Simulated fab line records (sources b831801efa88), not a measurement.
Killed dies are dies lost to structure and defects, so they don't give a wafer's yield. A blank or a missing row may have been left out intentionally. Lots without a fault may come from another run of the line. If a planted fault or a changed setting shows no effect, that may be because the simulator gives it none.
Check for tools in common -- flow gf180mcu -- 11 lots and 33 wafers in the sample

== WHY THIS WAS OPENED ==
At GF_V4_RS_MEAS_24 the reading V4_W_RS is flagged on 3 of 11 lots. No-fault wafers: 0.324 ohm/sq, standard deviation 0.0031.
Rule: flag the lot when none of its wafers has a number, or when each of its wafers that has one lies beyond 4 standard deviations from that mean. As for the other lots, they are considered sound.

lot,measured,on,"V4_W_RS (ohm/sq), wafer by wafer",flag
L231,day 24 18:22,film-metro-01,0.329 0.328 0.325,
L236,day 26 17:01,film-metro-03,0.370 0.367 0.367,FLAGGED
L234,day 26 17:56,film-metro-02,0.371 0.366 0.368,FLAGGED
L237,day 27 03:31,film-metro-02,0.366 0.370 0.368,FLAGGED
L243,day 29 07:28,film-metro-02,0.325 0.320 0.322,
L246,day 30 04:11,film-metro-01,0.330 0.329 0.333,
L247,day 30 07:10,film-metro-03,0.328 0.322 0.331,
L248,day 30 20:40,film-metro-01,0.328 0.328 0.322,
L249,day 30 21:51,film-metro-02,0.327 0.326 0.327,
L250,day 31 04:42,film-metro-01,0.325 0.323 0.327,
L252,day 31 16:49,film-metro-03,0.324 0.328 0.329,
Average over the flagged lots: 0.368 ohm/sq; offset from the usual +0.044 ohm/sq, equal to +14 standard deviations.

== LOT BY LOT: THE TOOL USED ==
The record holds 1 process step before the reading, out of a route of 602 steps. Cell contents, in order: the tool; ch with the chambers the sampled wafers went through; the start.
lot,flag,GF_V4_CVD_23
L231,,"cvd-w-01 ch 0,1, day 24 18:16"
L236,FLAGGED,"cvd-w-02 ch 0,1, day 26 16:50"
L234,FLAGGED,"cvd-w-02 ch 0,1, day 26 17:48"
L237,FLAGGED,"cvd-w-02 ch 0,1, day 27 03:24"
L243,,"cvd-w-02 ch 0, day 29 07:21"
L246,,"cvd-w-01 ch 0,1, day 30 04:04"
L247,,"cvd-w-02 ch 0,1, day 30 07:02"
L248,,"cvd-w-01 ch 0,1, day 30 20:32"
L249,,"cvd-w-02 ch 0,1, day 30 21:44"
L250,,"cvd-w-01 ch 0,1, day 31 04:35"
L252,,"cvd-w-02 ch 0,1, day 31 16:43"
What is done by these steps:
- GF_V4_CVD_23: deposits W, target thk 350 nm, time 104.9 s.
- GF_V4_RS_MEAS_24: measures by four-point-probe.

== FLAGGED AGAINST TOTAL, ONE TOOL AT A TIME (gauges that did the reading follow at the end) ==
step,tool,lots run,flagged,share of the flagged lots,sound lots run after its first flagged lot
GF_V4_CVD_23,cvd-w-01,4,0,none,-
GF_V4_CVD_23,cvd-w-02,7,3,all,"4 (L243,L247,L249,L252)"
GF_V4_RS_MEAS_24,film-metro-01,4,0,none,-
GF_V4_RS_MEAS_24,film-metro-02,4,2,some,"2 (L243,L249)"
GF_V4_RS_MEAS_24,film-metro-03,3,1,some,"2 (L247,L252)"

== THE TABLE: WHAT IT ALLOWS ==
1 row of the table ran every flagged lot: cvd-w-02 at GF_V4_CVD_23.
- cvd-w-02 at GF_V4_CVD_23: 3 of its 7 lots flagged. Lots that were sound ran on it after the first flagged one (L243, L247, L249, L252); a persistent fault on the entire tool would not allow that. Its own readings lie more than 4 standard deviations out on every wafer of the flagged lots: chamber-pressure-Torr.
None of the table's rows ran every flagged lot and, after the first, no sound lot.

== WHAT HAD BEEN PUT IN BY THE SIMULATOR ==
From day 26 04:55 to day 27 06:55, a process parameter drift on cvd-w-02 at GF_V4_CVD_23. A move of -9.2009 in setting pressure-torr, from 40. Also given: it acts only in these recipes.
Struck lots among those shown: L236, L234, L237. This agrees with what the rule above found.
